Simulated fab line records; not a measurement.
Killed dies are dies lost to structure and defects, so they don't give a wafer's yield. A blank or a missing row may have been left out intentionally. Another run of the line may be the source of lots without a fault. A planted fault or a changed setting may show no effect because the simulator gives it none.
What tool caused it? -- flow sky130 -- Sampling: 11 lots, 33 wafers, 2 of 708 route steps

## WHAT THE GAUGES READ, wafer by wafer
SKY_SD_N_RS_MEAS_16: measures by four-point-probe.
lot,measured,on,SD_N_RS (ohm/sq)
L403,day 28 18:01,filmMetro-01,68.62 68.85 68.68
L407,day 29 20:00,filmMetro-03,68.52 68.58 68.62
L408,day 30 06:40,filmMetro-01,68.54 68.69 68.52
L409,day 30 08:10,filmMetro-03,68.56 68.75 68.66
L410,day 30 15:23,filmMetro-03,68.42 68.54 68.62
L411,day 31 05:53,filmMetro-04,68.54 68.41 68.45
L421,day 34 01:03,filmMetro-04,73.01 72.88 72.95
L419,day 34 03:32,filmMetro-01,68.75 68.73 68.71
L420,day 34 05:12,filmMetro-01,72.93 72.87 73.00
L422,day 34 09:00,filmMetro-04,68.52 68.40 68.51
L424,day 34 18:58,filmMetro-03,68.57 68.83 68.77

## WHAT TOOL EACH LOT RAN ON (gives the tool, then ch and the chambers of the sampled wafers, and finally the start)
lot,SKY_SD_N_RTA_14
L403,"rtpAnneal-01 ch 0, day 28 17:50"
L407,"rtpAnneal-02 ch 0, day 29 19:50"
L408,"rtpAnneal-01 ch 0, day 30 06:29"
L409,"rtpAnneal-02 ch 0, day 30 07:59"
L410,"rtpAnneal-01 ch 0, day 30 15:11"
L411,"rtpAnneal-02 ch 0, day 31 05:43"
L421,"rtpAnneal-02 ch 0, day 34 00:52"
L419,"rtpAnneal-01 ch 0, day 34 03:20"
L420,"rtpAnneal-02 ch 0, day 34 05:02"
L422,"rtpAnneal-01 ch 0, day 34 08:50"
L424,"rtpAnneal-01 ch 0, day 34 18:47"
- SKY_SD_N_RTA_14: time 2 s.

## THE ANSWER, worked out from the rows above alone
Rule: the usual values come from the lots themselves. Put in order of their means at a reading, lots are off if they are a third of the lots or fewer, leave a main group of 4 or more, and stand apart from it by a gap of 3 or more times the standard deviation of the main group's means; of several such gaps the widest counts. If all means in a main group match to the digits the tables above print for the reading, that group is not used. A lot without any number at a reading at which 4 lots or more have one is off too. The other lots that the step has rows for count as sound.
Off: L421, L420, seen at SKY_SD_N_RS_MEAS_16 (SD_N_RS). Main group: mean 68.61 ohm/sq, sd 0.099.
If a tool, at a process step before that reading, ran all the lots that are off and no sound lot after the first of them, it fits. The gauges at SKY_SD_N_RS_MEAS_16 are tried like those tools. One fits: SKY_SD_N_RTA_14 on rtpAnneal-02. A fault onset in the window from L411 (day 31 05:43, its last sound lot) to L421 (day 34 00:52, its first lot off) fits.

## WHAT THE SIMULATOR PUT IN
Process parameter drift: rtpAnneal-02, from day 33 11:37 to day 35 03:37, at SKY_SD_N_RTA_14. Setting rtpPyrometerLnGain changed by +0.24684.
Struck lots among those shown: L421, L420. Same finding as the rule above.
